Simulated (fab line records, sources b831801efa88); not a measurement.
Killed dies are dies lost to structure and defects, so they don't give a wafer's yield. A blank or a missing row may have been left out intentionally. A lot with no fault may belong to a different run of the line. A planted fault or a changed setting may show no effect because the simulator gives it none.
fab line records -- flow gf180mcu
record: lots: 6, wafers: 18, lastDay: 34
route steps=602 shown M1@325 V1@335
lots with no fault: from the same line, run without faults
startH: the number of hours between the record's first day and the start of the first shown wafer of the lot -- waitH: how many hours have passed since the lot's step before this one -- " as in the row above -- L1.1+2: a single row standing in for several wafers -- - no value, or no start given -- * or withheld: withheld -- < > ~ a bound
route shown NAME@n: NAME is a module with steps in the file, n the number in the route of the first one -- usual: average and standard deviation across the fault-free wafers -- same: alike in all rows -- chamber/n: place in a boat -- sites: each site's reading -- _std_site: standard deviation of those values -- _edge_site: mean of outer sites minus mean of inner sites -- radiusMm: how far each site lies from the wafer's centre -- mask NAME#n: copy n -- behind: the most recent tool/chamber to have shaped the wafer -- hold: the reason the lot was held/the length of the hold in hours/how it ended -- device: transistor that didn't switch, given as n, p or np -- end of line: the route-end tests of the same wafers -- a step without rows: its recipe alone -- killed: the dies lost at the first sort to structure and to defects; this is not the yield of the wafer -- map: per-die view of a wafer (x killed, . not killed, _ where there is no die)
set.NAME: the setting as run; set.NAME@STEP: as run at that earlier step -- model.NAME: the simulator's own value behind a step, which no gauge read
lots at some steps of the route; a table a step, a row a wafer
services: from which hour (startH, from the record's first day; less than 0 if before it) a tool's chamber was out of use, for how many hours, and why
== steps ==
step: GF_M1_SOFTBAKE_10
recipe: tempC: 130, timeS: 60, resist: KrF
step: GF_M1_EXPOSE_11
recipe: maskId: Metal1, targetCdNm: 230, na: 0.68, sourceShape: conventional, sigmaOuter: 0.6, doseMj: 28
step: GF_M1_PEB_12
recipe: pebTempC: 135, pebTimeS: 90, resist: KrF
step: GF_M1_DEVELOP_13
recipe: developTimeS: 60, devTempC: 21
step: GF_M1_CD_MEAS_14
recipe: targetCdNm: 230
usual: cdNm: 229.7/1.1
lot.wafer,tool,chamber,startH,waitH,cdNm
L919.2,cdSem-01,-,403.85,0.1,232.6
L919.3,cdSem-01,-,403.85,0.1,231.8
L919.6,cdSem-01,-,403.85,0.1,232.5
L922.1,cdSem-02,-,438.38,0.1,228.9
L922.3,cdSem-02,-,438.38,0.1,227.8
L922.6,cdSem-02,-,438.38,0.1,228.7
L930.1,cdSem-02,-,507.87,0.1,229.2
L930.3,cdSem-02,-,507.87,0.1,228.1
L930.4,cdSem-02,-,507.87,0.1,228.8
L931.1,cdSem-01,-,515.22,0.1,229.9
L931.2,cdSem-01,-,515.22,0.1,230.2
L931.3,cdSem-01,-,515.22,0.1,229.5
L935.1,cdSem-02,-,542.98,0.1,230.5
L935.5,cdSem-02,-,542.98,0.1,229.2
L935.6,cdSem-02,-,542.98,0.1,229.5
L939.1,cdSem-01,-,574.73,0.1,228.3
L939.3,cdSem-01,-,574.73,0.1,227.3
L939.5,cdSem-01,-,574.73,0.1,228.1
step: GF_M1_OVL_MEAS_15
usual: M1_OVL: -4/5.6
lot.wafer,tool,chamber,startH,waitH,M1_OVL[nm]
L919.2,overlay-02,-,403.96,0.1,5
L919.3,overlay-02,-,403.96,0.1,0
L919.6,overlay-02,-,403.96,0.1,1
L922.1,overlay-01,-,438.50,0.1,-11
L922.3,overlay-01,-,438.50,0.1,-13
L922.6,overlay-01,-,438.50,0.1,-14
L930.1,overlay-01,-,507.99,0.1,-3
L930.3,overlay-01,-,507.99,0.1,-6
L930.4,overlay-01,-,507.99,0.1,-14
L931.1,overlay-01,-,515.34,0.1,0
L931.2,overlay-01,-,515.34,0.1,-9
L931.3,overlay-01,-,515.34,0.1,3
L935.1,overlay-02,-,543.10,0.1,3
L935.5,overlay-02,-,543.10,0.1,2
L935.6,overlay-02,-,543.10,0.1,2
L939.1,overlay-02,-,574.85,0.1,5
L939.3,overlay-02,-,574.85,0.1,-10
L939.5,overlay-02,-,574.85,0.1,-6
step: GF_M1_METAL_ETCH_16
recipe: chemistry: Cl2/BCl3, maskMaterial: KrF, targetDepthNm: 750.8, stopOn: SiO2, pressureMtorr: 8, icpW: 800, biasW: 140, Cl2_flow_sccm: 80, bcl3FlowSccm: 40, timeS: 125.1
usual: drypumpMotorCurrentA: 6.0/0.48, oesProductAu: 0.992/0.0068, throttleValvePct: 28.227/0.01
lot.wafer,tool,chamber,startH,waitH,drypumpMotorCurrentA,oesProductAu,rfHoursCounterH,throttleValvePct
L919.2,rieMetal-01,0,403.99,0.0,5.1,0.992,1,28.217
L919.3,rieMetal-01,0,403.99,0.0,5.0,0.994,-,28.222
L919.6,rieMetal-01,1,403.99,0.0,6.3,0.984,-,28.231
L922.1,rieMetal-01,0,438.53,0.0,5.0,1.006,2,28.204
L922.3,rieMetal-01,1,438.53,0.0,6.2,0.994,-,28.237
L922.6,rieMetal-01,0,438.53,0.0,5.0,1.005,-,28.228
L930.1,rieMetal-03,1,508.02,0.0,6.2,0.990,11,28.221
L930.3,rieMetal-03,0,508.02,0.0,6.4,0.998,-,28.237
L930.4,rieMetal-03,1,508.02,0.0,6.2,0.984,-,28.218
L931.1,rieMetal-03,1,515.37,0.0,6.2,1.003,12,28.226
L931.2,rieMetal-03,0,515.37,0.0,6.4,0.998,11,28.227
L931.3,rieMetal-03,0,515.37,0.0,6.4,0.999,-,28.212
L935.1,rieMetal-01,1,543.13,0.0,6.3,0.990,2,28.235
L935.5,rieMetal-01,0,543.13,0.0,5.1,1.005,-,28.218
L935.6,rieMetal-01,1,543.13,0.0,6.3,0.990,-,28.235
L939.1,rieMetal-03,0,574.88,0.0,6.3,0.992,13,28.230
L939.3,rieMetal-03,0,574.88,0.0,6.4,1.001,-,28.226
L939.5,rieMetal-03,1,574.88,0.0,6.2,0.986,-,28.236
step: GF_M1_STRIP_17
recipe: chemistry: O2/N2, powerW: 1400, pressureMtorr: 1500, platenTempC: 250, o2FlowSccm: 3000, n2FlowSccm: 300, overashFraction: 0.5
usual: drypumpMotorCurrentA: 5.6/0.48, heaterPowerW: 346/59, oesProductAu: 0.536/0.0048, stripTimeToEndpointS: 7.34/0.06
lot.wafer,tool,chamber,startH,waitH,drypumpMotorCurrentA,heaterPowerW,oesProductAu,rfHoursCounterH,stripTimeToEndpointS
L919.2,plasmaAsher-02,1,404.11,0.1,5.2,412,0.533,53,7.30
L919.3,plasmaAsher-02,1,404.11,0.1,5.2,416,0.540,-,7.34
L919.6,plasmaAsher-02,1,404.11,0.1,5.2,418,0.539,-,7.46
L922.1,plasmaAsher-03,0,438.66,0.1,5.0,265,0.535,85,7.28
L922.3,plasmaAsher-03,1,438.66,0.1,6.1,283,0.531,-,7.33
L922.6,plasmaAsher-03,1,438.66,0.1,6.1,287,0.530,-,7.28
L930.1,plasmaAsher-01,0,508.15,0.1,6.2,424,0.540,41,7.31
L930.3,plasmaAsher-01,0,508.15,0.1,6.2,433,0.526,-,7.32
L930.4,plasmaAsher-01,1,508.15,0.1,5.7,333,0.535,-,7.37
L931.1,plasmaAsher-01,1,515.50,0.1,5.7,329,0.537,42,7.32
L931.2,plasmaAsher-01,0,515.50,0.1,6.2,431,0.532,42,7.34
L931.3,plasmaAsher-01,1,515.50,0.1,5.7,335,0.533,-,7.29
L935.1,plasmaAsher-02,0,543.26,0.1,5.2,317,0.545,64,7.46
L935.5,plasmaAsher-02,1,543.26,0.1,5.1,408,0.535,-,7.26
L935.6,plasmaAsher-02,0,543.26,0.1,5.2,308,0.537,-,7.44
L939.1,plasmaAsher-01,0,575.01,0.1,6.2,431,0.534,50,7.25
L939.3,plasmaAsher-01,0,575.01,0.1,6.2,426,0.523,-,7.23
L939.5,plasmaAsher-01,0,575.01,0.1,6.2,429,0.532,-,7.25
step: GF_M1_STRIP_18
recipe: chemistry: postEtchResidueRemover, timeS: 1200, tempC: 72.5
step: GF_M1_CLEAN_19
recipe: chemistry: DIW, dry: n2Spin
step: GF_V1_CVD_00
recipe: material: SiO2, targetThkNm: 600, sigmaOpenFrac: 0.3, tempC: 400, timeS: 100, sih4FlowSccm: 60, pressureMtorr: 6
step: GF_V1_THK_MEAS_01
recipe: reads: SiO2_of_V1_CVD_00
usual: V1_CVD_00_THK: 596/8.1
lot.wafer,tool,chamber,startH,waitH,V1_CVD_00_THK[nm]
L919.2,filmMetro-03,-,404.73,0.0,586
L919.3,filmMetro-03,-,404.73,0.0,591
L919.6,filmMetro-03,-,404.73,0.0,595
L922.1,filmMetro-04,-,439.27,0.0,600
L922.3,filmMetro-04,-,439.27,0.0,600
L922.6,filmMetro-04,-,439.27,0.0,595
L930.1,filmMetro-03,-,508.76,0.0,596
L930.3,filmMetro-03,-,508.76,0.0,596
L930.4,filmMetro-03,-,508.76,0.0,603
L931.1,filmMetro-03,-,516.11,0.0,607
L931.2,filmMetro-03,-,516.11,0.0,602
L931.3,filmMetro-03,-,516.11,0.0,603
L935.1,filmMetro-03,-,543.87,0.0,596
L935.5,filmMetro-03,-,543.87,0.0,596
L935.6,filmMetro-03,-,543.87,0.0,604
L939.1,filmMetro-03,-,575.65,0.0,600
L939.3,filmMetro-03,-,575.65,0.0,604
L939.5,filmMetro-03,-,575.65,0.0,602
step: GF_V1_CVD_02
recipe: material: SiO2, targetThkNm: 850, precursor: TEOS, tempC: 400, timeS: 94.851, rfW: 600
usual: heaterPowerOuterW: 364/91, heaterPowerW: 633/120, runLengthS: 122.4/0.46
lot.wafer,tool,chamber,startH,waitH,heaterPowerOuterW,heaterPowerW,runLengthS,model.SiO2_of_V1_CVD_02.thkNm
L919.2,pecvd-03,0,404.78,0.0,292,524,122.0,868
L919.3,pecvd-03,2,404.78,0.0,319,629,122.9,859
L919.6,pecvd-03,2,404.78,0.0,367,700,122.6,862.9
L922.1,pecvd-01,1,439.33,0.1,429,690,122.9,836.8
L922.3,pecvd-01,2,439.33,0.1,441,826,122.1,833.4
L922.6,pecvd-01,2,439.33,0.1,471,847,121.9,849.2
L930.1,pecvd-03,0,508.82,0.1,256,471,156.9,1188
L930.3,pecvd-03,1,508.82,0.1,222,423,156.5,1161
L930.4,pecvd-03,0,508.82,0.1,277,486,121.7,882.2
L931.1,pecvd-03,1,516.17,0.1,268,479,156.7,1155
L931.2,pecvd-03,2,516.17,0.1,419,753,123.0,843.9
L931.3,pecvd-03,0,516.17,0.1,249,458,157.2,1183
L935.1,pecvd-04,0,543.93,0.1,507,809,122.4,842
L935.5,pecvd-04,2,543.93,0.1,470,734,123.1,849.1
L935.6,pecvd-04,0,543.93,0.1,382,654,122.7,843.6
L939.1,pecvd-01,1,575.71,0.1,388,662,122.4,845.7
L939.3,pecvd-01,0,575.71,0.1,394,680,122.3,860.3
L939.5,pecvd-01,1,575.71,0.1,437,683,121.9,858
step: GF_V1_THK_MEAS_03
recipe: reads: SiO2_of_V1_CVD_02
usual: V1_CVD_02_THK: 855/14
lot.wafer,tool,chamber,startH,waitH,V1_CVD_02_THK[nm]
L919.2,filmMetro-04,-,404.86,0.0,868
L919.3,filmMetro-04,-,404.86,0.0,860
L919.6,filmMetro-04,-,404.86,0.0,862
L922.1,filmMetro-03,-,439.40,0.0,837
L922.3,filmMetro-03,-,439.40,0.0,833
L922.6,filmMetro-03,-,439.40,0.0,848
L930.1,filmMetro-01,-,508.89,0.0,1188
L930.3,filmMetro-01,-,508.89,0.0,1162
L930.4,filmMetro-01,-,508.89,0.0,883
L931.1,filmMetro-04,-,516.24,0.0,1155
L931.2,filmMetro-04,-,516.24,0.0,843
L931.3,filmMetro-04,-,516.24,0.0,1183
L935.1,filmMetro-04,-,544.00,0.0,841
L935.5,filmMetro-04,-,544.00,0.0,849
L935.6,filmMetro-04,-,544.00,0.0,844
L939.1,filmMetro-03,-,575.78,0.0,845
L939.3,filmMetro-03,-,575.78,0.0,860
L939.5,filmMetro-03,-,575.78,0.0,858
step: GF_V1_CMP_04
recipe: material: SiO2, downForcePsi: 4, platenRpm: 60, padVelocityMS: 0.94248
usual: headPressurePsi: 4.001/0.0088, motorCurrentA: 12.2/0.7, timeToEndpointS: 81/7.8
lot.wafer,tool,chamber,startH,waitH,headPressurePsi,motorCurrentA,timeToEndpointS
L919.3,cmp-02,1,405.14,0.3,4.015,12.0,81
L919.2,cmp-02,2,405.14,0.3,3.980,11.7,88
L919.6,cmp-02,0,405.14,0.3,4.004,12.9,83
L922.1,cmp-01,3,439.46,0.1,4.008,9.8,68
L922.3,cmp-01,2,439.46,0.1,4.013,11.3,75
L922.6,cmp-01,3,439.46,0.1,4.001,10.4,74
L930.4,cmp-02,0,509.00,0.1,3.999,12.0,94
L930.3,cmp-02,1,509.00,0.1,4.017,12.2,196
L930.1,cmp-02,2,509.00,0.1,4.006,12.1,206
L931.3,cmp-02,2,516.30,0.0,4.006,11.9,206
L931.1,cmp-02,3,516.30,0.0,3.992,12.1,212
L931.2,cmp-02,0,516.30,0.0,3.995,12.8,80
L935.1,cmp-02,3,544.16,0.1,4.001,12.4,87
L935.6,cmp-02,1,544.16,0.1,3.999,11.4,76
L935.5,cmp-02,2,544.16,0.1,3.996,13.1,81
L939.1,cmp-02,1,576.00,0.2,4.001,12.0,75
L939.3,cmp-02,3,576.00,0.2,4.017,11.6,94
L939.5,cmp-02,2,576.00,0.2,3.996,11.7,82
step: GF_V1_BOW_MEAS_05
recipe: mode: bow
usual: V1_BOW: 82/7.8
lot.wafer,tool,chamber,startH,waitH,V1_BOW[um]
L919.2,filmMetro-04,-,405.41,0.2,74
L919.3,filmMetro-04,-,405.41,0.2,99
L919.6,filmMetro-04,-,405.41,0.2,82
L922.1,filmMetro-04,-,439.76,0.2,70
L922.3,filmMetro-04,-,439.76,0.2,87
L922.6,filmMetro-04,-,439.76,0.2,76
L930.1,filmMetro-01,-,509.25,0.1,85
L930.3,filmMetro-01,-,509.25,0.1,82
L930.4,filmMetro-01,-,509.25,0.1,75
L931.1,filmMetro-03,-,516.60,0.2,83
L931.2,filmMetro-03,-,516.60,0.2,91
L931.3,filmMetro-03,-,516.60,0.2,81
L935.1,filmMetro-01,-,544.36,0.1,73
L935.5,filmMetro-01,-,544.36,0.1,95
L935.6,filmMetro-01,-,544.36,0.1,92
L939.1,filmMetro-03,-,576.30,0.2,81
L939.3,filmMetro-03,-,576.30,0.2,88
L939.5,filmMetro-03,-,576.30,0.2,81
== services ==
tool,chamber,startH,hours,kind
cmp-02,-,400.69,1.1,repair
cmp-01,-,404.00,4.0,pm
cmp-02,-,407.68,0.3,repair
pecvd-01,2,413.29,5.6,repair
cmp-01,-,428.04,1.6,repair
cmp-01,-,433.48,4.8,repair
pecvd-04,0,435.52,23.3,repair
pecvd-03,-,438.72,0.9,repair
pecvd-04,-,438.94,2.0,repair
cmp-01,-,442.36,1.7,repair
cmp-01,-,445.44,1.0,repair
rieMetal-01,-,449.90,2.8,pm
cmp-01,-,460.29,1.8,repair
cmp-01,-,472.01,2.4,pm
rieMetal-01,-,478.54,0.7,repair
pecvd-04,1,483.73,4.4,repair
plasmaAsher-02,-,490.70,4.3,pm
cmp-02,-,493.09,2.4,repair
plasmaAsher-02,-,497.60,28.1,pm
rieMetal-03,-,500.70,0.3,repair
cmp-02,-,534.39,1.1,repair
plasmaAsher-02,-,549.54,0.4,repair
cmp-02,-,556.67,3.4,repair
cmp-02,-,572.00,4.0,pm
== key ==
firstSign: step: GF_V1_CVD_02, reading: runLengthS, direction: up, sigmas: 76, usual: *, struck: *
effect: step: GF_V1_THK_MEAS_03, reading: V1_CVD_02_THK, direction: up, sigmas: 22, usual: 855, struck: 1172
effect: step: GF_V1_CMP_04, reading: timeToEndpointS, direction: up, sigmas: 16, usual: *, struck: *
modelEffect: step: GF_V1_CVD_02, value: SiO2_of_V1_CVD_02.thkNm, without: 860.4, struck: 1172
metAt GF_V1_CVD_02
struckWafers L930.1,L930.3,L931.1,L931.3
onsetBetween 404.78 508.82
fault: kind: processParameterDrift, tool: pecvd-03, chamber: -, onsetH: 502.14, steps: GF_V1_CVD_02, channel: timeS, offset: *, shape: step, endH: 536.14, scope: struckWafersOnly, actsIn: *, stated: *
